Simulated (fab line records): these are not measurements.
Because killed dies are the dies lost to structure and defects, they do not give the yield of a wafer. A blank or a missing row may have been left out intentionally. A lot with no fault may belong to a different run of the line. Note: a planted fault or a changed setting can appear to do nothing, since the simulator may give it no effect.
A lot that was struck, set against a sound lot | flow sky130 | 24 out of 708 route steps
Sound: wafers L831.1, L831.2, L831.6. Struck: wafers L850.2, L850.3 (left out: L850.6, a lot-mate that was not struck); the cause follows at the end.
At each step with rows: each side's tool, then ch and its chambers, then its first start. Under that, the readings that differ: sound wafers | struck wafers | difference of the means | sigmas: that difference in standard deviations of wafers without a fault.
alike: readings whose means differ by less than 2 such deviations, and words and numbers that are the same on both sides. not compared: withheld readings, readings that some wafer has no value for, bounds like >300 that may hide the same value, and numbers for which the record gives no deviation and whose values overlap.
Wherever a step has rows on one side only, a row that says differs or no value, or a row with sigmas, the two part there. Non-overlapping numbers with no deviation appear without sigmas and do not part them. Lack of a reading on every wafer of one side parts them only where that side has two or more wafers.

SKY_VIA1_BOW_MEAS_03:
  sound on film_metro-03, day 32 09:32; struck on film_metro-02, day 38 21:56
  alike: VIA1_BOW
then, 8 steps without rows for these wafers: SKY_VIA1_DEHYDRATE_04 (time 60 s); SKY_VIA1_HMDS_05 (prime time 60 s); SKY_VIA1_COAT_06 (resist thk 60 nm); SKY_VIA1_COAT_07 (resist thk 450 nm); SKY_VIA1_SOFTBAKE_08 (time 90 s); SKY_VIA1_EXPOSE_09 (exposes mask VIM, target cd 150 nm); SKY_VIA1_PEB_10; SKY_VIA1_DEVELOP_11 (develop time 60 s).
SKY_VIA1_CD_MEAS_12: the cd target is 150 nm.
  sound on cd_sem-02, day 33 11:28; struck on cd_sem-01, day 40 01:14
  alike: cd_nm
SKY_VIA1_OVL_MEAS_13:
  sound on overlay-02, day 33 11:35; struck on overlay-02, day 40 01:21
  reading       | sound | struck | difference | sigmas
  VIA1_OVL (nm) | 5 8 0 | -4 -10 | -11        | -3
SKY_VIA1_ETCH_14: etches BARC in N2/H2, stops on SiO2, time 45.9 s, target depth 60 nm.
  sound on rie_diel-02 ch 0,3, day 33 11:37; struck on rie_diel-04 ch 1,3, day 40 01:23
  alike: chamber_pressure_mTorr, drypump_motor_current_A, oes_product_au, throttle_valve_pct
  not compared: rf_hours_counter_h
SKY_VIA1_ETCH_15: etches SiO2 in C4F8/O2/Ar, stops on TiN, target depth 351 nm, time 54 s.
  sound on rie_diel-02 ch 0,3, day 33 11:40; struck on rie_diel-04 ch 1,3, day 40 01:25
  reading                                     | sound             | struck      | difference | sigmas
  oes_product_au (a.u.)                       | 0.980 0.995 0.970 | 0.772 0.766 | -0.213     | -39
  model.etch.depth_nm (nm)                    | 345 345.6 345.2   | 222.6 223.1 | -122.4     |
  model.VIA1.feature_depth_nm (nm)            | 345 345.6 345.2   | 222.6 223.1 | -122.4     |
  model.KrF-thick_of_VIA1_COAT_07.thk_nm (nm) | 321.8 322.8 323.4 | 350 349.1   | +27        |
  alike: chamber_pressure_mTorr
  not compared: rf_hours_counter_h
SKY_VIA1_STRIP_16: strips in O2/N2.
  sound on plasma_asher-01 ch 0,1, day 33 11:43; struck on plasma_asher-01 ch 0, day 40 01:28
  reading                      | sound             | struck      | difference | sigmas
  oes_product_au (a.u.)        | 0.414 0.422 0.411 | 0.438 0.422 | +0.014     | +3
  strip_time_to_endpoint_s (s) | 4.448 4.467 4.458 | 4.743 4.732 | +0.280     | +15
  alike: chamber_pressure_mTorr, drypump_motor_current_A
  not compared: rf_hours_counter_h
then, 3 steps without rows for these wafers: SKY_VIA1_STRIP_17 (strips in post etch residue remover, time 1200 s); SKY_VIA1_CLEAN_18 (cleans in IPA, time 180 s); SKY_VIA1_CLEAN_19 (cleans in O3/DIW).
SKY_VIA1_SPUTTER_20: material TiN, target thk 20 nm, time 80 s.
  sound on pvd_sputter-01, day 33 12:46; struck on pvd_sputter-01, day 40 02:05
  alike: throttle_valve_pct
SKY_VIA1_CVD_21: deposits W, target thk 270 nm, time 80.902 s.
  sound on cvd_w-01 ch 0,1, day 33 12:50; struck on cvd_w-02 ch 0, day 40 02:09
  alike: chamber_pressure_Torr, heater_power_w
SKY_VIA1_CMP_24: polishes, stops on SiO2, t overpolish 15 s, target thk 0 nm.
  sound on cmp-01 ch 0,2,3, day 33 13:07; struck on cmp-01 ch 1,3, day 40 02:25
  alike: head_pressure_psi, motor_current_A, slurry_filter_dp_kPa
SKY_METAL2_SPUTTER_00: material Ti, target thk 15 nm, time 10 s.
  sound wafers here have rows in the record (pvd_sputter-03, day 33 13:25); struck ones have none
SKY_METAL2_SPUTTER_01: material TiN, target thk 20 nm, time 16.7 s.
  sound wafers here have rows in the record (pvd_sputter-03, day 33 13:26); struck ones have none
SKY_METAL2_SPUTTER_02: material AlCu, target thk 250 nm, time 13.3 s.
  sound wafers here have rows in the record (pvd_sputter-03, day 33 13:27); struck ones have none
-- the record jumps here: 10 days lie between the struck wafers' starts before and after (it left off in module METAL2 and takes up again in module PAD_OPEN, whose first step shown is number 708 of the route) --
SKY_PAD_OPEN_PROBE_99:
  sound on prober-02, day 45 15:59; struck on prober-01, day 50 06:39
  reading                                 | sound | struck | difference | sigmas
  model.etest.nfet_g5v0d10v5.open         | 0 0 0 | 1 1    | +1         |
  model.etest.nfet_16v.open               | 0 0 0 | 1 1    | +1         |
  model.etest.res_pwell_under_gate.open   | 0 0 0 | 1 1    | +1         |
  model.etest.pfet_16v.under_floor        | 0 0 0 | 1 1    | +1         |
  model.etest.iso_pdiff_pwell.under_floor | 0 0 0 | 1 1    | +1         |
  model.etest.licon_ndiff.open            | 0 0 0 | 1 1    | +1         |
  model.etest.res_poly.open               | 0 0 0 | 1 1    | +1         |
  model.etest.res_pdiff_hv.open           | 0 0 0 | 1 1    | +1         |

WHERE THEY PART
Earliest at SKY_VIA1_OVL_MEAS_13; latest, in this record, at SKY_METAL2_SPUTTER_02.

WHY: what the simulator had put in
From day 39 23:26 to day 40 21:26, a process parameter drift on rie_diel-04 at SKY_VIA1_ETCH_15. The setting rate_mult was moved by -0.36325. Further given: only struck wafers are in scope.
